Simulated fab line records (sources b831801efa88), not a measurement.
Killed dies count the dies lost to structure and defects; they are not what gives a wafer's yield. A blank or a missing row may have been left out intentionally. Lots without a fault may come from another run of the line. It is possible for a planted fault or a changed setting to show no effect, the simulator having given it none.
Chamber matching / flow sky130 / SKY_PASSIVATION_ETCH_11 on rie-diel-02: 4 sister chambers
The step etches the open film in CF4/O2, stops on AlCu, target depth 725 nm, time 161.1 s. 8 wafers are shown with their chamber, then 8 later ones without.

WAFERS, EACH WITH ITS CHAMBER
wafer=L074.2; chamber=1; oes-product-au (a.u.)=0.970; throttle-valve-pct (%)=5.976
wafer=L076.5; chamber=0; oes-product-au (a.u.)=0.988; throttle-valve-pct (%)=5.982
wafer=L079.4; chamber=2; oes-product-au (a.u.)=0.998; throttle-valve-pct (%)=5.964
wafer=L079.5; chamber=3; oes-product-au (a.u.)=0.965; throttle-valve-pct (%)=5.966
wafer=L081.2; chamber=3; oes-product-au (a.u.)=0.956; throttle-valve-pct (%)=5.956
wafer=L081.3; chamber=2; oes-product-au (a.u.)=0.977; throttle-valve-pct (%)=5.953
wafer=L081.6; chamber=1; oes-product-au (a.u.)=0.983; throttle-valve-pct (%)=5.969
wafer=L084.1; chamber=0; oes-product-au (a.u.)=0.975; throttle-valve-pct (%)=5.958

WAFERS MISSING THEIR CHAMBER
wafer=L084.3; oes-product-au (a.u.)=0.969; throttle-valve-pct (%)=5.972
wafer=L084.4; oes-product-au (a.u.)=0.989; throttle-valve-pct (%)=5.952
wafer=L086.3; oes-product-au (a.u.)=0.960; throttle-valve-pct (%)=5.960
wafer=L086.5; oes-product-au (a.u.)=0.985; throttle-valve-pct (%)=5.964
wafer=L086.6; oes-product-au (a.u.)=0.988; throttle-valve-pct (%)=5.977
wafer=L097.1; oes-product-au (a.u.)=0.982; throttle-valve-pct (%)=5.982
wafer=L097.4; oes-product-au (a.u.)=0.988; throttle-valve-pct (%)=5.954
wafer=L097.6; oes-product-au (a.u.)=0.985; throttle-valve-pct (%)=5.969

EACH ONE'S CHAMBER
wafer=L084.3; from the rows above=can't be placed: 1 or 0 or 3 or 2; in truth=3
wafer=L084.4; from the rows above=can't be placed: 2 or 0 or 1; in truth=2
wafer=L086.3; from the rows above=can't be placed: 3 or 1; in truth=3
wafer=L086.5; from the rows above=can't be placed: 2 or 0 or 1 or 3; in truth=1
wafer=L086.6; from the rows above=can't be placed: 0 or 1 or 2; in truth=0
wafer=L097.1; from the rows above=can't be placed: 1 or 0 or 2 or 3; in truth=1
wafer=L097.4; from the rows above=can't be placed: 2 or 0 or 1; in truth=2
wafer=L097.6; from the rows above=can't be placed: 0 or 1 or 2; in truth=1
0 of 8 placed correctly. Unplaceable from these rows: 8, with the true chamber sitting among the candidates in 8. 0 placed wrongly.
How it was worked out, from the rows above alone: a wafer's distance from a chamber is the root of the sum, over the readings, of the square of ((its reading less the chamber's mean) divided by the reading's scatter). The wafer belongs to the nearest chamber; if the next one is less than 2 further off, it can't be placed. Each chamber's mean is taken over the wafers shown for it. How the scatter is found: for the shown wafers, subtract from each reading the mean of its chamber, square and add these, divide the total by (wafers less chambers), then take the root.
